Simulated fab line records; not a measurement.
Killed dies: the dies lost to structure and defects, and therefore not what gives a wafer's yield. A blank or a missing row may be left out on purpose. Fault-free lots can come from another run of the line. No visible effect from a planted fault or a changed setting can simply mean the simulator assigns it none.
Matching of chambers -- flow sfq_line -- 4 sister chambers for SFQ_TRILAYER_L0_VIA_ETCH_VIA_ETCH_016 on rie_diel-04
The step etches SiO2 in CHF3, stops on MoNx KI, target depth 80 nm. 7 wafers are shown with their chamber, then 7 later ones without.

== WAFERS WITH THEIR CHAMBER ==
wafer,chamber,drypump_motor_current_A (A),oes_product_au (a.u.)
L384.5,0,5.71,0.842
L384.6,3,5.79,0.837
L387.1,0,5.71,0.845
L387.2,2,5.75,0.838
L387.5,2,5.74,0.852
L400.1,1,5.33,0.848
L400.5,3,5.81,0.849

== WAFERS WHOSE CHAMBER IS MISSING ==
wafer,drypump_motor_current_A (A),oes_product_au (a.u.)
L400.6,5.79,0.840
L402.2,5.78,0.840
L402.3,5.72,0.839
L402.5,5.79,0.843
L403.1,5.79,0.842
L403.4,5.34,0.843
L403.5,5.71,0.840

== CHAMBER TAKEN BY EACH ==
wafer,from the rows above,in truth
L400.6,3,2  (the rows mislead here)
L402.2,can't be placed: 3 or 2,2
L402.3,can't be placed: 0 or 2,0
L402.5,3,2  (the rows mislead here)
L403.1,3,3
L403.4,1,1
L403.5,0,0
Correct placement for 3 of the 7. Can't be placed from these rows: 2 (the true chamber is among the candidates in 2). 2 placed wrongly.
How it was worked out, from the rows above alone: a wafer's distance from a chamber is the root of the sum, over the readings, of the square of ((its reading less the chamber's mean) divided by the reading's scatter). The wafer belongs to the nearest chamber; if the next one is less than 2 further off, it can't be placed. A chamber's mean is the mean of its shown wafers. How the scatter is found: for the shown wafers, subtract from each reading the mean of its chamber, square and add these, divide the total by (wafers less chambers), then take the root.
